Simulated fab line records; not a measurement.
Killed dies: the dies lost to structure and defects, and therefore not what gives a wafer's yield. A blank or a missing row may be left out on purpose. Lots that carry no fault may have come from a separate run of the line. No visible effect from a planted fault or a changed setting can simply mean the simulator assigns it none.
Chamber matching ; flow sky130 ; rie_diel-04 running SKY_PAD_OPEN_ETCH_07: 4 sister chambers
The step etches the open film in CF4/O2, stops on AlCu, target depth 725 nm, time 161.1 s. 22 wafers are shown with their chamber, then 11 later ones without.

## WAFERS WITH THEIR CHAMBER
wafer;chamber;drypump_motor_current_A (A);chamber_pressure_mTorr (mTorr);throttle_valve_pct (%)
L074.1;1;6.1;149.95;5.968
L074.2;2;6.0;150.01;5.979
L074.3;3;5.7;149.97;5.979
L077.2;2;6.0;149.80;5.966
L077.4;3;5.7;149.95;5.963
L077.6;3;5.7;150.22;5.969
L078.3;2;6.0;149.75;5.959
L078.4;3;5.7;149.94;5.962
L078.6;2;6.0;150.11;5.968
L081.1;0;6.2;149.95;5.956
L081.4;2;5.9;149.93;5.956
L081.5;3;5.7;150.07;5.981
L082.1;3;5.7;150.12;5.972
L082.2;0;6.2;150.16;5.952
L082.4;3;5.7;149.92;5.966
L085.3;0;6.3;150.14;5.967
L085.4;3;5.7;149.93;5.973
L085.6;1;6.2;150.01;5.954
L087.1;1;6.2;150.16;5.948
L087.3;0;6.2;150.21;5.964
L087.6;0;6.3;150.08;5.969
L088.3;2;6.0;149.66;5.983

SIGNATURES (averages over the wafers above)
reading;chamber 0;chamber 1;chamber 2;chamber 3;scatter within a chamber
drypump_motor_current_A;6.240;6.167;5.983;5.700;0.0387
chamber_pressure_mTorr;150.1080;150.0400;149.8767;150.0150;0.127
throttle_valve_pct;5.96160;5.95667;5.96850;5.97063;0.00863
Rule: a wafer lies at a distance from a chamber equal to the root of the sum of squares, over the readings, of (its reading less the chamber's mean, divided by the reading's scatter). The wafer belongs to the nearest chamber; if the next one is less than 2 further off, it can't be placed. The scatter: take each reading less its chamber's mean, square it, sum over the shown wafers, divide by the number of wafers less the number of chambers, and take the root.

## WAFERS WITH NO CHAMBER GIVEN
wafer;drypump_motor_current_A (A);chamber_pressure_mTorr (mTorr);throttle_valve_pct (%)
L088.5;6.2;149.90;5.963
L088.6;6.0;150.07;5.976
L092.1;6.2;149.93;5.956
L092.3;6.0;149.98;5.967
L092.4;6.3;150.00;5.954
L095.1;5.7;150.09;5.954
L095.5;6.2;150.16;5.983
L095.6;6.2;149.93;5.958
L097.1;6.2;150.05;5.964
L097.4;6.3;150.25;5.968
L097.5;6.2;150.05;5.982

## WHICH CHAMBER EACH ONE RAN IN
wafer;from the rows above;in truth
L088.5;can't be placed: 1 or 0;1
L088.6;2;2
L092.1;can't be placed: 1 or 0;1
L092.3;2;2
L092.4;can't be placed: 0 or 1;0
L095.1;3;3
L095.5;can't be placed: 0 or 1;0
L095.6;can't be placed: 1 or 0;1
L097.1;can't be placed: 0 or 1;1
L097.4;can't be placed: 0 or 1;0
L097.5;can't be placed: 0 or 1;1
Correct placement for 3 of the 11. Not placeable from these rows: 8 (in 8, the candidates include the true chamber). Placed wrongly: 0.
